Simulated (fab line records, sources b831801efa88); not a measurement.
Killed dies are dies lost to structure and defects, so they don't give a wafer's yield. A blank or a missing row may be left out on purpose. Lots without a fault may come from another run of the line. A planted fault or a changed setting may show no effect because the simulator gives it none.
Which tool did it? | flow gf180mcu | 11 lots, 33 wafers sampled, at 5 steps of a route of 602

WHAT THE GAUGES READ, wafer by wafer
GF_M2_RS_MEAS_05: measures by four-point-probe. Usual: M2_ALCU_RS 0.0698 ohm/sq, standard deviation 0.00074.
lot  | measured     | on            | M2_ALCU_RS (ohm/sq)  | flag
L928 | day 17 23:13 | film_metro-03 | 0.0692 0.0693 0.0690 |
L929 | day 18 15:28 | film_metro-02 | 0.0708 0.0703 0.0700 |
L931 | day 19 08:40 | film_metro-01 | 0.0705 0.0699 0.0710 |
L932 | day 19 15:55 | film_metro-02 | 0.0692 0.0693 0.0699 |
L937 | day 21 15:17 | film_metro-02 | 0.0697 0.0699 0.0686 |
L938 | day 22 00:41 | film_metro-02 | 0.0702 0.0703 0.0709 |
L942 | day 23 08:08 | film_metro-02 | 0.0710 0.0714 0.0709 |
L945 | day 24 14:22 | film_metro-01 | 0.0694 0.0697 0.0689 |
L947 | day 25 03:43 | film_metro-03 | 0.0701 0.0700 0.0705 |
L950 | day 25 20:29 | film_metro-01 | 0.0708 0.0696 0.0706 |
L951 | day 26 08:06 | film_metro-03 | 0.0699 0.0692 0.0687 |

GF_M3_RS_MEAS_05: measures by four-point-probe. Usual: M3_ALCU_RS 0.0698 ohm/sq, standard deviation 0.00069.
lot  | measured     | on            | M3_ALCU_RS (ohm/sq)                       | flag
L928 | day 20 01:59 | film_metro-04 | 0.0692 0.0694 0.0693                      |
L929 | day 20 18:32 | film_metro-04 | 0.0704 0.0705 0.0704                      |
L931 | day 21 12:29 | film_metro-01 | 0.0697 0.0699 0.0695                      |
L932 | day 21 19:08 | film_metro-04 | 0.0698 0.0686 0.0692                      |
L937 | day 23 17:16 | film_metro-04 | 0.0703 0.0704 0.0700                      |
L938 | day 24 01:52 | film_metro-03 | 0.0702 0.0707 0.0715 0.0700 0.0704 0.0712 |
L942 | day 25 07:37 | film_metro-01 | 0.0694 0.0702 0.0703                      |
L945 | day 26 12:35 | film_metro-01 | 0.0693 0.0701 0.0699                      |
L947 | day 27 00:52 | film_metro-01 | 0.0689 0.0689 0.0691                      |
L950 | day 27 17:07 | film_metro-01 | 0.0704 0.0701 0.0701                      |
L951 | day 28 03:29 | film_metro-01 | 0.0700 0.0698 0.0695                      |

GF_V3_THK_MEAS_03. Usual: V3_CVD_02_THK 849 nm, standard deviation 13.
lot  | measured     | on            | V3_CVD_02_THK (nm) | flag
L928 | day 21 02:59 | film_metro-02 | 860 863 850        |
L929 | day 21 19:16 | film_metro-02 | 839 847 839        |
L931 | day 22 12:37 | film_metro-04 | 848 842 855        |
L932 | day 22 19:40 | film_metro-02 | 850 854 834        |
L937 | day 24 16:16 | film_metro-03 | 849 861 846        |
L938 | day 25 00:43 | film_metro-04 | 847 850 868        |
L942 | day 26 06:08 | film_metro-04 | 834 848 841        |
L945 | day 27 10:26 | film_metro-03 | 842 839 854        |
L947 | day 27 21:57 | film_metro-02 | 831 846 842        |
L950 | day 28 13:35 | film_metro-02 | 843 837 858        |
L951 | day 28 23:15 | film_metro-02 | 841 843 866        |

WHICH TOOL RAN EACH LOT (tool, then ch and the chambers of the sampled wafers, then the start)
lot  | GF_M3_SPUTTER_01             | GF_M3_METAL_ETCH_16
L928 | pvd_sputter-03, day 20 01:51 | rie_metal-02 ch 0,1, day 21 02:06
L929 | pvd_sputter-03, day 20 18:25 | rie_metal-02 ch 0,1, day 21 18:25
L931 | pvd_sputter-01, day 21 12:22 | rie_metal-01 ch 0,1, day 22 11:46
L932 | pvd_sputter-04, day 21 19:01 | rie_metal-04 ch 0,1, day 22 18:49
L937 | pvd_sputter-01, day 23 17:09 | rie_metal-01 ch 0,1, day 24 15:25
L938 | pvd_sputter-01, day 24 01:45 | rie_metal-04 ch 0,1, day 24 23:52
L942 | pvd_sputter-03, day 25 07:28 | rie_metal-04 ch 0,1, day 26 05:16
L945 | pvd_sputter-04, day 26 12:27 | rie_metal-01 ch 0,1, day 27 09:34
L947 | pvd_sputter-03, day 27 00:45 | rie_metal-02 ch 0,1, day 27 21:04
L950 | pvd_sputter-03, day 27 16:59 | rie_metal-04 ch 0, day 28 12:43
L951 | pvd_sputter-04, day 28 03:22 | rie_metal-01 ch 0,1, day 28 22:22
- GF_M3_SPUTTER_01: material TiN, target thk 30 nm, time 25 s.
- GF_M3_METAL_ETCH_16: etches the open film in Cl2/BCl3, stops on SiO2, target depth 627.5 nm, time 104.6 s.

WHAT THE TOOLS THEMSELVES READ (means of the sampled wafers that have a number; where no wafer has one, the mark that the record gives instead)
GF_M3_SPUTTER_01. Usual: throttle_valve_pct 29.7 %, standard deviation 1.
lot  | tool           | throttle_valve_pct (%) | flag
L928 | pvd_sputter-03 | 28.8                   |
L929 | pvd_sputter-03 | 28.5                   |
L931 | pvd_sputter-01 | 30.0                   |
L932 | pvd_sputter-04 | 30.8                   |
L937 | pvd_sputter-01 | 29.5                   |
L938 | pvd_sputter-01 | 29.8                   |
L942 | pvd_sputter-03 | 29.2                   |
L945 | pvd_sputter-04 | 30.9                   |
L947 | pvd_sputter-03 | 28.9                   |
L950 | pvd_sputter-03 | 28.8                   |
L951 | pvd_sputter-04 | 30.5                   |

GF_M3_METAL_ETCH_16. Usual: bcl3_flow_sccm 40.00 sccm, standard deviation 0.12; drypump_motor_current_A 5.7 A, standard deviation 0.53; he_backside_leak_sccm 3.44 sccm, standard deviation 0.26; oes_product_au 0.970 a.u., standard deviation 0.0063; throttle_valve_pct 28.251 %, standard deviation 0.01.
lot  | tool         | bcl3_flow_sccm (sccm) | drypump_motor_current_A (A) | he_backside_leak_sccm (sccm) | oes_product_au (a.u.) | throttle_valve_pct (%) | flag
L928 | rie_metal-02 | 40.06                 | 5.7                         | 3.48                         | 0.971                 | 28.257                 |
L929 | rie_metal-02 | 39.96                 | 5.7                         | 3.48                         | 0.970                 | 28.253                 |
L931 | rie_metal-01 | 40.00                 | 5.3                         | 3.24                         | 0.973                 | 28.245                 |
L932 | rie_metal-04 | 40.09                 | 6.0                         | 3.55                         | 0.976                 | 28.251                 |
L937 | rie_metal-01 | 39.95                 | 5.5                         | 3.35                         | 0.969                 | 28.248                 |
L938 | rie_metal-04 | 39.99                 | 5.9                         | 3.51                         | 0.958                 | 28.264                 |
L942 | rie_metal-04 | 40.01                 | 6.1                         | 3.52                         | 0.973                 | 28.241                 |
L945 | rie_metal-01 | 39.95                 | 5.3                         | 3.29                         | 0.969                 | 28.251                 |
L947 | rie_metal-02 | 39.91                 | 5.8                         | 3.45                         | 0.975                 | 28.245                 |
L950 | rie_metal-04 | 40.02                 | 5.8                         | 3.50                         | 0.969                 | 28.263                 |
L951 | rie_metal-01 | 39.94                 | 5.5                         | 3.49                         | 0.967                 | 28.248                 |

THE ANSWER, worked out from the rows above alone
Rule: a lot is off if the mean of its wafers that have a number lies more than 3 standard deviations from the usual mean. A lot without any number at a reading at which 4 lots or more have one is off too. The other lots that the step has rows for count as sound. The gauges are gone through in route order, then the tools' own readings, and for those a lot's mean is taken as printed above. The first step at which some lot is off is used, and at that step the reading that is off furthest; a lot without a number counts as furthest.
No lot is off at any reading shown: from this, nothing can be told.

WHAT THE SIMULATOR HAD PUT IN
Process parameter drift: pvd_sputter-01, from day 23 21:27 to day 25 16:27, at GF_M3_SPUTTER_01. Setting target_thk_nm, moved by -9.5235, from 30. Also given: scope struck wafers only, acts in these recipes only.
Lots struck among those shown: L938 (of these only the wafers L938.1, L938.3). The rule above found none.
